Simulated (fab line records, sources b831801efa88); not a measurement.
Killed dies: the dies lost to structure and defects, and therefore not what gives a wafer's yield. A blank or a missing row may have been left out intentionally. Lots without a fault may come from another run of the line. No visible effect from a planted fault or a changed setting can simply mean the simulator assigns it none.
2 desks, one fault ; flow sky130 ; what lay behind the numbers comes last; until then each desk has only its own

## THE METROLOGY DESK
Lot by lot, what the gauges showed, no matter which tool ran the lot: averages of those sampled wafers that carry a number. Marked OUT: a lot whose mean sits more than 4 standard deviations from the usual mean, which makes it out of limits; the brackets give that distance.
Columns: A = SD_N_OVL at SKY_SD_N_OVL_MEAS_08, usual -0.6 nm; B = METAL1_ALCU_THK at SKY_METAL1_THK_MEAS_06, usual 252 nm; C = VIA1_W_RS at SKY_VIA1_RS_MEAS_22, usual 0.432 ohm/sq; D = VIA1_W_THK at SKY_VIA1_THK_MEAS_23, usual 265 nm
lot;first seen here;A;B;C;D
L406;day 28 16:49;-0.8;247;0.429;264
L407;day 29 00:31;0.8;259;0.504 (+17) OUT;233 (-10) OUT
L417;day 31 16:17;0.4;254;0.429;268
L419;day 32 10:22;-0.3;255;0.432;265
L422;day 33 12:36;0.2;255;0.432;263
L423;day 33 18:06;1.2;252;0.429;264
L424;day 34 00:29;0.2;252;0.431;264
L425;day 34 10:41;-1.2;249;0.430;263
L427;day 34 22:30;-1.4;251;0.432;264
L428;day 35 08:30;-2.7;255;0.436;262
This desk's finding: out of limits on L407; first on L407, day 34 23:30 (VIA1_W_RS at SKY_VIA1_RS_MEAS_22). In limits: L406, L417, L419, L422, L423, L424, L425, L427, L428.

## DESK OF THE TOOL OWNER: cvd w-02
The tool's own readings at SKY_VIA1_CVD_21 (deposits W, target thk 270 nm, time 80.902 s): means of the sampled wafers that have a number, for each lot that ran on this tool. Marked OUT: a lot whose mean sits more than 4 standard deviations from the usual mean, which makes it out of limits; the brackets give that distance.
Columns: A = heater power w at SKY_VIA1_CVD_21, usual 816 W
lot;first seen here;A
L406;day 34 18:31;810
L407;day 34 23:22;798
L419;day 38 05:55;858
L423;day 39 12:14;764
L425;day 40 02:44;773
L428;day 41 00:09;795
This desk's finding: nothing out of limits on any of the 6 lots.

## PUT TOGETHER
At day 34 23:30 the metrology desk could have sounded an alarm, on L407.
The desk of the tool owner found nothing out of limits.
The tool owner's desk has L407 on record, within its limits.
On cvd w-02, each named lot ran SKY_VIA1_CVD_21.

## WHAT HAD BEEN PUT IN BY THE SIMULATOR
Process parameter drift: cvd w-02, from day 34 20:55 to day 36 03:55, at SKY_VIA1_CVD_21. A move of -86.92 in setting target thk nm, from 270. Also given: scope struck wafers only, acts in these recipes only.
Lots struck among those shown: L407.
Per desk, hours elapsed from the start of the fault to the first reading out of limits: for the metrology desk, 3.
